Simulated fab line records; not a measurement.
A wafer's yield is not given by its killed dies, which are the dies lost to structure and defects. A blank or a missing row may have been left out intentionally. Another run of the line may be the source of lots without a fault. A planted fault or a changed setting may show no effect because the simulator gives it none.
A lot that was struck, set against a sound lot -- flow sky130 -- 22 out of 708 route steps
Sound: wafers L210.2, L210.3, L210.5. Struck: wafers L223.1, L223.2, L223.3. The cause is given at the end.
At each step with rows: each side's tool, then ch and its chambers, then its first start. Under that, the readings that differ: sound wafers -- struck wafers -- difference of the means -- sigmas: that difference in standard deviations of wafers without a fault.
alike: words and numbers the same on both sides, and readings whose means are apart by under 2 such deviations; not compared: readings that were withheld, readings missing a value for some wafer, numbers with overlapping values and no deviation given by the record, and bounds like >300 which may hide the same value.
A row with sigmas, a row that says differs or no value, or rows on one side alone: a step with any of these is where the two part. Numbers that have no deviation but don't overlap get no sigmas and don't part them. A reading that every wafer of one side lacks parts them only if that side has two wafers or more.

first, 8 steps without rows for these wafers: SKY_DNWELL_DEHYDRATE_00 (time 60 s); SKY_DNWELL_HMDS_01 (prime time 60 s); SKY_DNWELL_COAT_02 (resist thk 3000 nm); SKY_DNWELL_SOFTBAKE_03; SKY_DNWELL_EXPOSE_04 (exposes mask DNM, target cd 3000 nm); SKY_DNWELL_PEB_05; SKY_DNWELL_DEVELOP_06 (develop time 60 s); SKY_DNWELL_IMPLANT_07.
SKY_DNWELL_STRIP_08: strips in O2/N2.
  sound on plasmaAsher-04 ch 0,1, day 4 16:53; struck on plasmaAsher-03 ch 0,1, day 7 21:53
  alike: drypumpMotorCurrentA, o2FlowSccm, oesProductAu, stripTimeToEndpointS
  not compared: rfHoursCounterH
SKY_DNWELL_TW_MEAS_09:
  sound: filmMetro-04 at day 4 17:00; struck: filmMetro-04 at day 7 21:59
  alike: DNWELL_TW
then, 2 steps without rows for these wafers: SKY_PWDE_DEHYDRATE_00 (time 60 s); SKY_PWDE_HMDS_01 (prime time 60 s).
SKY_PWDE_COAT_02: resist thk 3000 nm.
  sound on lithoTrack-04 ch 0, day 5 01:12; struck on lithoTrack-04 ch 0, day 8 08:10
reading,sound,struck,difference,sigmas
model.coat_of_PWDE_COAT_02.thkNm (nm),3004 3001 3005,3238 3230 3236,+231,
then, 3 steps without rows for these wafers: SKY_PWDE_SOFTBAKE_03; SKY_PWDE_EXPOSE_04 (exposes mask PWDEM, target cd 840 nm); SKY_PWDE_PEB_05.
SKY_PWDE_DEVELOP_06: develop time 60 s.
  sound: lithoTrack-01 ch 0; struck: lithoTrack-02 ch 0
reading,sound,struck,difference,sigmas
model.coat_of_PWDE_COAT_02.thkNm (nm),2999 2996 3000,3234 3226 3232,+232,
SKY_PWDE_OVL_MEAS_07:
  sound: overlay-01 at day 5 09:38; struck: overlay-01 at day 8 18:29
  alike: PWDE_OVL
after that, 1 step had no rows for these wafers: SKY_PWDE_IMPLANT_08.
SKY_PWDE_STRIP_09: strips in O2/N2.
  sound on plasmaAsher-02 ch 0,1, day 5 09:49; struck on plasmaAsher-02 ch 0,1, day 8 18:41
reading,sound,struck,difference,sigmas
stripTimeToEndpointS (s),36.96 36.92 36.96,39.66 39.54 39.62,+2.66,+22
  alike: drypumpMotorCurrentA, o2FlowSccm, oesProductAu
  not compared: rfHoursCounterH
SKY_PWDE_TW_MEAS_10:
  sound: filmMetro-04 at day 5 09:56; struck: filmMetro-01 at day 8 18:47
reading,sound,struck,difference,sigmas
PWDE_TW,375.9 372.7 375.4,380.1 380.0 379.4,+5.2,+3
-- the record jumps here: 42 days lie between the struck wafers' starts before and after (it left off in module PWDE and takes up again in module PAD_OPEN, whose first step shown is number 708 of the route) --
SKY_PAD_OPEN_PROBE_99:
  sound: prober-02 at day 47 13:16; struck: prober-01 at day 50 14:11
reading,sound,struck,difference,sigmas
model.etest.res_p_drift_20v.widthNm (nm),841.6 840.6 844.1,793 799.3 795.7,-46,
  alike: killed_at_M0_to_M3, killed_at_M4_up, killedAtContacts, killedAtFrontEnd, killedDies, killedOpen, killedShort

WHERE THEY PART
First at SKY_PWDE_STRIP_09; last, within this record, at SKY_PWDE_TW_MEAS_10. Later steps at which nothing parts them and some readings are alike: SKY_PAD_OPEN_PROBE_99.

WHY: the cause the simulator had injected
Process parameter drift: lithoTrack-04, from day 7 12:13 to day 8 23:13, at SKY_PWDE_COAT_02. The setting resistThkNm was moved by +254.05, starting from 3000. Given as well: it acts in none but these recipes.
